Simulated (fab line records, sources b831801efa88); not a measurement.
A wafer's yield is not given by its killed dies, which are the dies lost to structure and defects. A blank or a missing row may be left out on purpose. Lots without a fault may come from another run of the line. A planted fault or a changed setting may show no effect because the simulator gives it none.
Comparing a struck lot with a sound one :: flow sky130 :: 33 steps out of a route of 708
Sound: the wafers L338.4, L338.5, L338.6. Wafers struck: L343.1, L343.5, L343.6. The cause comes at the end.
At each step with rows: each side's tool, then ch and its chambers, then its first start. Under that, the readings that differ: sound wafers :: struck wafers :: difference of the means :: sigmas: that difference in standard deviations of wafers without a fault.
alike: readings whose means differ by less than 2 such deviations, and words and numbers that are the same on both sides. not compared: withheld readings, readings that some wafer has no value for, bounds like >300 that may hide the same value, and numbers for which the record gives no deviation and whose values overlap.
The two part at a step that has a row with sigmas, a row that says differs or no value, or rows on one side only. Numbers that don't overlap but have no deviation are shown without sigmas and don't part them. Lack of a reading on every wafer of one side parts them only where that side has two or more wafers.

first, 3 steps without rows for these wafers: SKY_VT_ADJUST_HVTR_EXPOSE_04 (exposes mask HVTRM, target cd 380 nm); SKY_VT_ADJUST_HVTR_PEB_05; SKY_VT_ADJUST_HVTR_DEVELOP_06 (develop time 60 s).
SKY_VT_ADJUST_HVTR_CD_MEAS_07: the cd target is 380 nm.
  struck on cdSem-01, day 12 12:44; sound on cdSem-01, day 11 11:50
  alike: cdNm
SKY_VT_ADJUST_HVTR_OVL_MEAS_08:
  struck on overlay-01, day 12 12:52; sound on overlay-02, day 11 11:55
  alike: VT_ADJUST_HVTR_OVL
then, 1 step without rows for these wafers: SKY_VT_ADJUST_HVTR_IMPLANT_09.
SKY_VT_ADJUST_HVTR_STRIP_10: strips in O2/N2.
  sound on plasmaAsher-02 ch 0,1, day 11 12:07; struck on plasmaAsher-01 ch 0,1, day 12 13:03
reading: stripTimeToEndpointS (s)
sound: 14.11 14.12 14.11
struck: 14.20 14.24 14.22
difference: +0.11
sigmas: +3
  alike: drypumpMotorCurrentA, n2FlowSccm, oesProductAu
  not compared: rfHoursCounterH
SKY_VT_ADJUST_HVTR_TW_MEAS_11:
  struck on filmMetro-02, day 12 13:09; sound on filmMetro-01, day 11 12:13
reading: VT_ADJUST_HVTR_TW
sound: 209.2 208.2 207.2
struck: 212.6 213.2 213.3
difference: +4.8
sigmas: +2
then, 4 steps without rows for these wafers: SKY_VT_ADJUST_PCH_DEHYDRATE_00 (time 60 s); SKY_VT_ADJUST_PCH_HMDS_01 (prime time 60 s); SKY_VT_ADJUST_PCH_COAT_02 (resist thk 3000 nm); SKY_VT_ADJUST_PCH_SOFTBAKE_03.
SKY_VT_ADJUST_PCH_EXPOSE_04: exposes mask NWM, target cd 840 nm.
  sound on ilineStepper-01 ch 0, day 11 23:46; struck on ilineStepper-02 ch 0, day 12 23:02
reading: mask
sound: NWM#0 NWM#0 NWM#0
struck: TUNM#0 TUNM#0 TUNM#0
difference: differs
sigmas: 
then, 2 steps without rows for these wafers: SKY_VT_ADJUST_PCH_PEB_05; SKY_VT_ADJUST_PCH_DEVELOP_06 (develop time 60 s).
SKY_VT_ADJUST_PCH_OVL_MEAS_07:
  struck on overlay-02, day 13 11:16; sound on overlay-02, day 12 11:10
reading: VT_ADJUST_PCH_OVL (nm)
sound: -0.1 0.4 0.7
struck: - - -
difference: no value on the struck wafers
sigmas: 
then, 1 step without rows for these wafers: SKY_VT_ADJUST_PCH_IMPLANT_08.
SKY_VT_ADJUST_PCH_STRIP_09: strips in O2/N2.
  sound on plasmaAsher-03 ch 0,1, day 12 11:22; struck on plasmaAsher-03 ch 0,1, day 13 11:27
  alike: drypumpMotorCurrentA, n2FlowSccm, oesProductAu, stripTimeToEndpointS
  not compared: rfHoursCounterH
SKY_VT_ADJUST_PCH_TW_MEAS_10:
  struck on filmMetro-03, day 13 11:33; sound on filmMetro-01, day 12 11:28
reading: VT_ADJUST_PCH_TW
sound: 139.9 140.4 141.1
struck: 30.4 30.3 30.3
difference: -110.1
sigmas: -73
then, 7 steps without rows for these wafers: SKY_SONOS_TUNNEL_DEHYDRATE_00 (time 60 s); SKY_SONOS_TUNNEL_HMDS_01 (prime time 60 s); SKY_SONOS_TUNNEL_COAT_02 (resist thk 1140 nm); SKY_SONOS_TUNNEL_SOFTBAKE_03 (time 60 s); SKY_SONOS_TUNNEL_EXPOSE_04 (exposes mask TUNM, target cd 410 nm); SKY_SONOS_TUNNEL_PEB_05; SKY_SONOS_TUNNEL_DEVELOP_06 (develop time 60 s).
SKY_SONOS_TUNNEL_CD_MEAS_07: the cd target is 410 nm.
  struck on cdSem-01, day 14 13:40; sound on cdSem-01, day 13 09:02
  alike: cdNm
SKY_SONOS_TUNNEL_OVL_MEAS_08:
  struck on overlay-02, day 14 13:47; sound on overlay-01, day 13 09:07
  alike: SONOS_TUNNEL_OVL
then, 3 steps without rows for these wafers: SKY_SONOS_TUNNEL_IMPLANT_09; SKY_SONOS_TUNNEL_WET_ETCH_10 (etches SiO2 in dHF, target depth 14 nm, time 280 s); SKY_SONOS_TUNNEL_STRIP_11 (strips in SPM, time 600 s).
SKY_SONOS_TUNNEL_TW_MEAS_12:
  struck on filmMetro-03, day 14 14:25; sound on filmMetro-03, day 13 09:35
reading: SONOS_TUNNEL_TW
sound: 199.1 199.1 199.6
struck: 212.9 214.4 214.1
difference: +14.5
sigmas: +7
then, 1 step without rows for these wafers: SKY_SONOS_TUNNEL_CLEAN_13 (cleans in dHF, time 20 s).

## WHERE THEY PART
Last at SKY_SONOS_TUNNEL_TW_MEAS_12 as far as this record goes, first at SKY_VT_ADJUST_HVTR_STRIP_10.

WHY: the cause the simulator had injected
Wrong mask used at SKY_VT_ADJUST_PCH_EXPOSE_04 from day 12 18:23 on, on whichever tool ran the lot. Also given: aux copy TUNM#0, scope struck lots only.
